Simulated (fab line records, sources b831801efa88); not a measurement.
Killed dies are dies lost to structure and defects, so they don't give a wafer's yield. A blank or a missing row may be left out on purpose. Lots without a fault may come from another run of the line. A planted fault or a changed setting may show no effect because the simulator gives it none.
fab line records | flow sky130
record lots=6 wafers=18 last_day=50
route steps=708 shown SONOS_TUNNEL@156 SONOS_ONO@168 PAD_OPEN@708
lots that met no fault: from a run of the same line without faults
start_h: hours from the record's first day to the start of the lot's first wafer shown | wait_h: hours since the lot's step before | " the same as in the row above | L1.1+2: a row that stands for several wafers | - no value, or no start given | * or withheld: withheld | < > ~ a bound
route shown NAME@n: a module of which the file shows steps, and the number in the route of the first | usual: mean/standard deviation of fault-free wafers | same: alike in all rows | chamber/n: place in a boat | sites: the reading at each site | _std_site: their standard deviation | _edge_site: outer sites' mean less inner sites' | radius_mm: how far each site lies from the wafer's centre | mask NAME#n: copy n | behind: the tool/chamber that last shaped the wafer | hold: why the lot was held/for how many hours/how that ended | device: the transistor (n, p or np) that didn't switch | end of line: the same wafers' tests at the end of the route | a step without rows: its recipe alone | killed: dies lost to structure and defects at the first sort, not the wafer's yield | map: a wafer's dies, x killed, . not, _ none there
set.NAME: the setting as run; set.NAME@STEP: as run at that earlier step | model.NAME: the simulator's own value behind a step, which no gauge read
lots at some steps of the route; a table a step, a row a wafer
services: from which hour (start_h, from the record's first day; less than 0 if before it) a tool's chamber was out of use, for how many hours, and why
## steps
# step SKY_SONOS_TUNNEL_COAT_02
# recipe resist=NOVOLAK spin_rpm=3000 resist_thk_nm=1140
# step SKY_SONOS_TUNNEL_SOFTBAKE_03
# recipe temp_c=90 time_s=60 resist=NOVOLAK
# step SKY_SONOS_TUNNEL_EXPOSE_04
# recipe mask_id=TUNM na=0.6 source_shape=conventional sigma_outer=0.6 polarization=unpolarized target_cd_nm=410 dose_mj=136
# step SKY_SONOS_TUNNEL_PEB_05
# recipe temp_c=withheld time_s=* resist=NOVOLAK
# step SKY_SONOS_TUNNEL_DEVELOP_06
# recipe resist=NOVOLAK developer=TMAH develop_time_s=60 dev_temp_c=23
# step SKY_SONOS_TUNNEL_CD_MEAS_07
# recipe target_cd_nm=410
# usual cd_nm=410.4/2.2
# columns lot.wafer tool chamber start_h wait_h cd_nm
L496.1 cd_sem-02 - 252.33 0.1 409.3
L496.3 " - " " 410.0
L496.6 " - " " 409.9
L503.3 cd_sem-02 - 303.47 0.1 413.4
L503.4 " - " " 413.4
L503.5 " - " " 414.8
L504.2 cd_sem-01 - 311.40 0.1 408.7
L504.3 " - " " 408.6
L504.5 " - " " 410.8
L515.2 cd_sem-01 - 403.51 0.1 408.9
L515.4 " - " " 407.9
L515.6 " - " " 408.2
L517.1 cd_sem-02 - 414.18 0.1 411.8
L517.2 " - " " 412.3
L517.6 " - " " 411.5
L518.1 cd_sem-02 - 424.59 0.1 413.7
L518.5 " - " " 413.2
L518.6 " - " " 413.4
# step SKY_SONOS_TUNNEL_OVL_MEAS_08
# usual SONOS_TUNNEL_OVL=-0.7/1.2
# columns lot.wafer tool chamber start_h wait_h SONOS_TUNNEL_OVL[nm]
L496.1 overlay-02 - 252.45 0.1 0.3
L496.3 " - " " 0.3
L496.6 " - " " 0.0
L503.3 overlay-01 - 303.56 0.1 0.0
L503.4 " - " " -0.3
L503.5 " - " " -0.9
L504.2 overlay-02 - 311.50 0.1 -0.3
L504.3 " - " " -0.3
L504.5 " - " " -1.1
L515.2 overlay-01 - 403.62 0.1 -1.8
L515.4 " - " " -1.9
L515.6 " - " " -1.9
L517.1 overlay-02 - 414.30 0.1 -0.2
L517.2 " - " " 0.0
L517.6 " - " " -1.3
L518.1 overlay-01 - 424.71 0.1 0.5
L518.5 " - " " -2.6
L518.6 " - " " -0.7
# step SKY_SONOS_TUNNEL_IMPLANT_09
# recipe species=B energy_kev=20 dose_cm2=1e+12 tilt_deg=withheld
# step SKY_SONOS_TUNNEL_WET_ETCH_10
# recipe chemistry=dHF target_depth_nm=14 target=SiO2 dilution=100:1 temp_c=25 time_s=280
# step SKY_SONOS_TUNNEL_STRIP_11
# recipe chemistry=SPM time_s=600 temp_c=130
# step SKY_SONOS_TUNNEL_TW_MEAS_12
# usual SONOS_TUNNEL_TW=196.9/1.6
# columns lot.wafer tool chamber start_h wait_h SONOS_TUNNEL_TW
L496.1 film_metro-03 - 252.90 0.0 196.1
L496.3 " - " " 196.3
L496.6 " - " " 196.4
L503.3 film_metro-03 - 304.03 0.0 197.9
L503.4 " - " " 198.6
L503.5 " - " " 197.8
L504.2 film_metro-02 - 311.98 0.0 198.1
L504.3 " - " " 197.8
L504.5 " - " " 198.0
L515.2 film_metro-02 - 404.08 0.0 196.7
L515.4 " - " " 196.8
L515.6 " - " " 196.6
L517.1 film_metro-02 - 414.76 0.0 199.2
L517.2 " - " " 199.5
L517.6 " - " " 198.3
L518.1 film_metro-03 - 425.17 0.0 197.1
L518.5 " - " " 197.6
L518.6 " - " " 196.5
# step SKY_SONOS_TUNNEL_CLEAN_13
# recipe chemistry=dHF time_s=20 dilution=100:1 dry=ipa_marangoni
# step SKY_SONOS_ONO_OXIDATION_00
# recipe temp_c=800 ambient=O2 idle_temp_c=700 ramp_up_c_per_min=10 ramp_down_c_per_min=3 stabilise_s=600 purge_s=300 target_thk_a=26 ox_time_s=1249
# usual spike_tc_bottom_C=812.7/2.9 spike_tc_centre_C=800.6/1.6 spike_tc_lower_C=801.3/1.1 spike_tc_top_C=812.2/2.7 spike_tc_upper_C=800.0/0.94 tube_center_temp_C=800/0.07 tube_center_temp_C_max=802.1/0.35
# columns lot.wafer tool chamber start_h wait_h spike_tc_bottom_C spike_tc_centre_C spike_tc_lower_C spike_tc_top_C spike_tc_upper_C tube_center_temp_C tube_center_temp_C_max model.SiO2_of_SONOS_ONO_OXIDATION_00.thk_nm
L496.1 furnace-02 0 254.31 1.3 814.8 802.5 802.9 809.7 799.5 799.99 802.0 2.61
L496.3 " 0 " " 813.9 802.8 801.7 809.5 799.3 800 801.9 2.594
L496.6 " 0 " " 816.1 801.4 799.6 811.6 800.3 800.13 801.5 2.649
L503.3 furnace-01 0 304.93 0.8 786.9 775.5 777.7 791.0 776.8 776.97 779.2 1.875
L503.4 " 0 " " 786.8 775.3 775.4 793.0 775.3 776.96 778.9 1.903
L503.5 " 0 " " 785.7 777.1 778.2 792.2 777.0 776.93 779.2 1.905
L504.2 furnace-01 0 312.96 0.9 786.1 775.5 776.9 793.0 780.2 777.1 778.9 1.824
L504.3 " 0 " " 785.7 775.4 776.2 793.2 778.0 776.93 779.1 1.861
L504.5 " 0 " " 786.0 776.5 777.2 794.5 777.2 776.83 779.3 1.886
L515.2 furnace-02 0 409.20 5.1 816.4 801.3 801.7 810.2 800.2 799.97 801.6 2.608
L515.4 " 0 " " 814.1 800.5 800.3 810.0 798.7 799.89 802.5 2.618
L515.6 " 0 " " 815.2 798.6 800.8 810.5 799.7 799.97 801.8 2.614
L517.1 furnace-01 0 422.91 8.1 810.2 797.6 801.1 816.4 799.7 800.09 802.0 2.679
L517.2 " 0 " " 808.5 799.5 800.8 815.8 799.0 799.89 802.0 2.685
L517.6 " 0 " " 812.8 799.8 801.9 815.9 799.7 799.93 801.9 2.662
L518.1 furnace-01 0 431.11 5.9 809.9 798.3 802.0 814.1 800.2 800 801.5 2.64
L518.5 " 0 " " 808.0 799.2 798.9 816.3 800.8 800.06 801.7 2.611
L518.6 " 0 " " 807.8 798.7 801.4 816.3 801.1 800.06 801.6 2.636
# step SKY_SONOS_ONO_THK_MEAS_01
# recipe reads=SiO2_of_SONOS_ONO_OXIDATION_00
# usual SONOS_ONO_OXIDATION_THK=2.61/0.055
# columns lot.wafer tool chamber start_h wait_h SONOS_ONO_OXIDATION_THK[nm]
L496.1 film_metro-04 - 255.66 0.0 2.59
L496.3 " - " " 2.62
L496.6 " - " " 2.64
L503.3 film_metro-03 - 306.30 0.0 1.86
L503.4 " - " " 1.88
L503.5 " - " " 1.90
L504.2 film_metro-04 - 314.32 0.0 1.79
L504.3 " - " " 1.91
L504.5 " - " " 1.95
L515.2 film_metro-01 - 410.56 0.0 2.60
L515.4 " - " " 2.64
L515.6 " - " " 2.60
L517.1 film_metro-01 - 424.25 0.0 2.69
L517.2 " - " " 2.65
L517.6 " - " " 2.68
L518.1 film_metro-01 - 432.46 0.0 2.61
L518.5 " - " " 2.63
L518.6 " - " " 2.65
# step SKY_SONOS_ONO_CVD_02
# recipe material=Si3N4 precursor=DCS/NH3 target_thk_nm=10.5 temp_c=770 time_s=173.3 pressure_mtorr=250
# step SKY_PAD_OPEN_PROBE_99
# usual killed_at_M0_to_M3=44/6.9 killed_at_M4_up=3.3/1.7 killed_at_contacts=24/4.7 killed_at_front_end=15/4.5 killed_at_other=0.2/0.49 killed_dies=86/8.4 killed_open=47/6.5 killed_short=39/6
# same gross_dies=492 killed_at_back_side=0
# columns lot.wafer tool chamber start_h wait_h killed_at_M0_to_M3 killed_at_M4_up killed_at_contacts killed_at_front_end killed_at_other killed_dies killed_open killed_short model.etest.sonos_erased.drive_ua_um model.etest.sonos_uncharged.r_on_ohm_um model.etest.cap_ono.gate_log10_a_cm2 model.etest.cap_ono.gate_bv_v model.etest.cap_ono.tox_acc_nm model.etest.sonos_erased.vt_v model.etest.sonos_baked.vt_less_v model.etest.sonos_baked.vt_v
L496.1 prober-01 - 1072.76 0.1 43 5 26 19 0 93 54 39 190.8 808.3 -7.471 15.93 12.58 -2.386 -0.5894 1.041
L496.3 prober-01 - 1072.86 0.2 49 2 19 20 0 90 53 37 196.3 802.1 -7.525 16.17 12.58 -2.399 -0.555 1.024
L496.6 prober-01 - 1073.01 0.2 44 3 31 22 1 101 57 44 201.7 806.7 -7.844 16 12.84 -2.306 -0.5366 0.9578
L503.3 prober-01 - 1129.44 0.2 45 2 27 11 0 85 45 40 291.7 781.8 -7.051 15.75 12.14 -2.687 -0.7632 0.7974
L503.4 prober-01 - 1129.49 0.2 36 2 28 14 0 80 42 38 228.1 778.2 -7.026 15.44 12.13 -2.639 -0.7991 0.8088
L503.5 prober-01 - 1129.54 0.2 38 3 34 23 1 99 55 44 233.8 796.5 -6.995 15.35 12.15 -2.632 -0.7611 0.806
L504.2 prober-02 - 1130.01 0.1 39 3 22 19 0 83 46 37 290.6 775.3 -6.744 15.45 11.94 -2.737 -0.8806 0.8029
L504.3 prober-02 - 1130.06 0.2 23 1 20 16 0 60 33 27 250.6 778.7 -6.649 15.66 11.88 -2.713 -0.8462 0.8332
L504.5 prober-02 - 1130.16 0.2 39 2 27 15 1 84 45 39 229.9 779.8 -6.955 15.7 12.08 -2.649 -0.7822 0.8334
L515.2 prober-02 - 1183.98 0.1 46 1 23 10 0 80 41 39 218.7 797.4 -7.482 16.09 12.52 -2.419 -0.5822 1.064
L515.4 prober-02 - 1184.08 0.2 53 3 25 20 0 101 60 41 227.7 819.8 -7.727 16.14 12.7 -2.391 -0.5443 0.9927
L515.6 prober-02 - 1184.18 0.2 52 7 35 14 0 108 60 48 181.6 796.8 -7.537 15.7 12.58 -2.361 -0.5753 1.031
L517.1 prober-01 - 1192.06 0.1 52 1 26 25 0 104 57 47 199.2 823.8 -7.829 16.07 12.84 -2.3 -0.5303 0.9853
L517.2 prober-01 - 1192.11 0.1 61 3 13 15 2 94 53 41 193.6 828.7 -7.556 15.49 12.63 -2.337 -0.6282 1.001
L517.6 prober-01 - 1192.31 0.2 37 5 25 23 0 90 49 41 192.8 817.5 -7.563 15.97 12.58 -2.351 -0.6672 0.9936
L518.1 prober-02 - 1195.47 0.1 49 3 19 11 1 83 49 34 216.2 815.6 -8.009 16.4 12.91 -2.304 -0.5807 0.9115
L518.5 prober-02 - 1195.67 0.2 38 3 28 10 0 79 40 39 202.8 817.4 -7.754 15.77 12.77 -2.328 -0.5998 0.9526
L518.6 prober-02 - 1195.72 0.2 48 4 26 17 0 95 55 40 209.5 813 -7.797 16 12.83 -2.318 -0.5172 0.9925
# killed by level:class
L496.1 CONTACT:geometric_particle:open=10 VIA1:geometric_particle:open=10 VIA2:geometric_particle:open=9 FIELD_ISO:geometric_particle:short=7 VIA3:geometric_particle:open=7 FIELD_ISO:geometric_particle:open=6 LI_CONTACT:geometric_particle:short=5 CONTACT:geometric_particle:short=5
L496.3 VIA1:geometric_particle:open=13 METAL1:geometric_particle:short=9 FIELD_ISO:geometric_particle:short=6 CONTACT:geometric_particle:open=6 VIA2:geometric_particle:open=6 VIA3:geometric_particle:open=6 LI_CONTACT:geometric_particle:open=5 FIELD_ISO:geometric_particle:open=4
L496.6 CONTACT:geometric_particle:open=14 VIA1:geometric_particle:open=11 FIELD_ISO:geometric_particle:short=9 VIA3:geometric_particle:open=7 METAL2:geometric_particle:short=6 FIELD_ISO:geometric_particle:open=5 LOCAL_INTERCONNECT:geometric_particle:short=5 CONTACT:geometric_particle:short=5
L503.3 LI_CONTACT:geometric_particle:open=7 CONTACT:geometric_particle:open=6 METAL1:geometric_particle:short=6 VIA2:geometric_particle:open=6 VIA1:geometric_particle:open=6 VIA3:geometric_particle:open=5 VIA1:geometric_particle:short=5 LOCAL_INTERCONNECT:geometric_particle:short=5
L503.4 VIA1:geometric_particle:open=10 LI_CONTACT:geometric_particle:open=8 CONTACT:geometric_particle:open=8 METAL1:geometric_particle:short=8 POLY_GATE:geometric_particle:open=6 CONTACT:geometric_particle:short=5 VIA2:geometric_particle:short=5 LOCAL_INTERCONNECT:geometric_particle:short=4
L503.5 LI_CONTACT:geometric_particle:open=12 VIA1:geometric_particle:open=9 CONTACT:geometric_particle:open=7 FIELD_ISO:geometric_particle:open=6 CONTACT:geometric_particle:short=6 POLY_GATE:geometric_particle:open=6 METAL1:geometric_particle:short=6 VIA3:geometric_particle:open=6
L504.2 VIA1:geometric_particle:open=8 CONTACT:geometric_particle:open=7 FIELD_ISO:geometric_particle:open=6 LI_CONTACT:geometric_particle:open=6 VIA2:geometric_particle:open=6 METAL1:geometric_particle:short=5 FIELD_ISO:geometric_particle:short=4 POLY_GATE:geometric_particle:open=4
L504.3 VIA1:geometric_particle:open=8 CONTACT:geometric_particle:open=8 POLY_GATE:geometric_particle:short=6 FIELD_ISO:geometric_particle:open=4 LOCAL_INTERCONNECT:geometric_particle:short=4 VIA3:geometric_particle:open=4 POLY_GATE:geometric_particle:open=3 LI_CONTACT:geometric_particle:open=3
L504.5 CONTACT:geometric_particle:open=12 VIA1:geometric_particle:open=8 METAL1:geometric_particle:short=7 VIA2:geometric_particle:open=6 VIA3:geometric_particle:open=6 LI_CONTACT:geometric_particle:open=5 LOCAL_INTERCONNECT:geometric_particle:short=5 FIELD_ISO:geometric_particle:open=4
L515.2 CONTACT:geometric_particle:open=11 VIA2:geometric_particle:short=10 VIA2:geometric_particle:open=7 VIA1:geometric_particle:open=7 LI_CONTACT:geometric_particle:open=6 CONTACT:geometric_particle:short=4 METAL2:geometric_particle:short=4 METAL3:geometric_particle:short=4
L515.4 CONTACT:geometric_particle:open=14 VIA1:geometric_particle:open=12 FIELD_ISO:geometric_particle:open=7 VIA3:geometric_particle:open=7 VIA2:geometric_particle:short=7 METAL2:geometric_particle:short=6 FIELD_ISO:geometric_particle:short=5 VIA1:geometric_particle:short=5
L515.6 CONTACT:geometric_particle:open=16 VIA1:geometric_particle:open=16 LI_CONTACT:geometric_particle:open=8 METAL4:geometric_particle:short=7 METAL1:geometric_particle:short=6 FIELD_ISO:geometric_particle:open=5 LI_CONTACT:geometric_particle:short=5 METAL2:geometric_particle:short=5
L517.1 FIELD_ISO:geometric_particle:short=10 LI_CONTACT:geometric_particle:open=10 VIA1:geometric_particle:open=9 VIA2:geometric_particle:short=8 VIA3:geometric_particle:open=8 POLY_GATE:geometric_particle:open=7 CONTACT:geometric_particle:open=7 VIA2:geometric_particle:open=5
L517.2 VIA1:geometric_particle:open=19 METAL2:geometric_particle:short=8 VIA2:geometric_particle:open=8 POLY_GATE:geometric_particle:open=6 VIA3:geometric_particle:open=5 CONTACT:geometric_particle:open=5 METAL1:geometric_particle:short=4 VIA1:geometric_particle:short=4
L517.6 VIA1:geometric_particle:open=9 VIA3:geometric_particle:open=8 FIELD_ISO:geometric_particle:open=7 CONTACT:geometric_particle:open=7 FIELD_ISO:geometric_particle:short=6 METAL4:geometric_particle:short=5 CONTACT:geometric_particle:short=5 LI_CONTACT:geometric_particle:open=5
L518.1 VIA1:geometric_particle:open=11 LI_CONTACT:geometric_particle:open=7 CONTACT:geometric_particle:open=7 VIA2:geometric_particle:open=5 VIA3:geometric_particle:open=5 METAL2:geometric_particle:short=4 METAL1:geometric_particle:short=4 VIA3:geometric_particle:short=4
L518.5 VIA1:geometric_particle:open=9 CONTACT:geometric_particle:open=8 LI_CONTACT:geometric_particle:open=7 METAL3:geometric_particle:short=7 LI_CONTACT:geometric_particle:short=6 METAL2:geometric_particle:short=6 METAL1:geometric_particle:short=5 VIA2:geometric_particle:open=4
L518.6 VIA1:geometric_particle:open=17 LOCAL_INTERCONNECT:geometric_particle:short=7 CONTACT:geometric_particle:open=7 VIA3:geometric_particle:open=6 LI_CONTACT:geometric_particle:open=5 METAL1:geometric_particle:short=5 METAL3:geometric_particle:short=5 SPACER:geometric_particle:open=4
## services
# columns tool chamber start_h hours kind
furnace-02 - 248.33 4.6 pm
furnace-02 - 276.80 2.1 pm
furnace-01 - 358.25 3.6 pm
furnace-01 - 361.86 58.1 pm
furnace-02 - 420.41 17.9 pm
## key
first_sign step=SKY_SONOS_ONO_OXIDATION_00 reading=tube_center_temp_C direction=down sigmas=99+ usual=* struck=*
effect step=SKY_SONOS_ONO_OXIDATION_00 reading=tube_center_temp_C_max direction=down sigmas=65 usual=* struck=*
effect step=SKY_SONOS_ONO_THK_MEAS_01 reading=SONOS_ONO_OXIDATION_THK direction=down sigmas=13 usual=2.61 struck=1.88
model_effect step=SKY_SONOS_ONO_OXIDATION_00 value=SiO2_of_SONOS_ONO_OXIDATION_00.thk_nm without=2.631 struck=1.876
model_effect step=SKY_PAD_OPEN_PROBE_99 value=etest.sonos_erased.drive_ua_um without=207.1 struck=254.1
met_at SKY_SONOS_ONO_OXIDATION_00
struck_wafers L503.3,L503.4,L503.5,L504.2,L504.3,L504.5
tester_left_out L503,L504
fault kind=process_parameter_drift tool=furnace-01 chamber=- onset_h=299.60 steps=SKY_SONOS_ONO_OXIDATION_00 channel=temp_c offset=* shape=step end_h=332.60 acts_in=* stated=*
# tester_left_out: of these lots the tester's yield and bins aren't shown, on N5 and GAA mostly nor the transistor test; their killed dies are dies lost to structure and defects alone, not to doping, threshold or leakage, so they don't give the yield
